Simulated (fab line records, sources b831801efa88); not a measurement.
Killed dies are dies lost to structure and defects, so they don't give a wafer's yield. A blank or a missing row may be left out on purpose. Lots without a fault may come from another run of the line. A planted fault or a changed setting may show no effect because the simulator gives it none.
Chamber matching | flow sky130 | SKY_CONTACT_CVD_00 on pecvd-01: 3 sister chambers
The step deposits Si3N4, target thk 75 nm. 6 wafers are shown with their chamber, then 9 later ones without.

WAFERS WITH THEIR CHAMBER
wafer  | chamber | heater_power_w (W)
L080.6 | 2       | 795
L083.1 | 0       | 858
L083.5 | 1       | 688
L086.1 | 2       | 699
L086.4 | 0       | 844
L086.6 | 1       | 654

WAFERS WITHOUT THEIR CHAMBER
wafer  | heater_power_w (W)
L088.1 | 874
L088.2 | 781
L088.3 | 761
L096.1 | 802
L096.2 | 806
L096.3 | 809
L096.4 | 794
L096.5 | 823
L096.6 | 797

WHICH CHAMBER EACH WENT THROUGH
wafer  | from the rows above          | in truth
L088.1 | 0                            | 0
L088.2 | can't be placed: 2 or 0 or 1 | 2
L088.3 | can't be placed: 2 or 0 or 1 | 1
L096.1 | can't be placed: 0 or 2 or 1 | 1
L096.2 | can't be placed: 0 or 2      | 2
L096.3 | can't be placed: 0 or 2      | 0
L096.4 | can't be placed: 2 or 0 or 1 | 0
L096.5 | can't be placed: 0 or 2      | 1
L096.6 | can't be placed: 2 or 0 or 1 | 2
Placed correctly: 1 of 9. Can't be placed from these rows: 8 (the true chamber is among the candidates in 7). Placed wrongly: 0.
How it was worked out, from the rows above alone: a wafer's distance from a chamber is the root of the sum, over the readings, of the square of ((its reading less the chamber's mean) divided by the reading's scatter). The wafer belongs to the nearest chamber; if the next one is less than 2 further off, it can't be placed. A chamber's mean is the mean of its shown wafers. The scatter: the root of (the sum of the squares of (reading less its chamber's mean) over the shown wafers, divided by (wafers less chambers)).
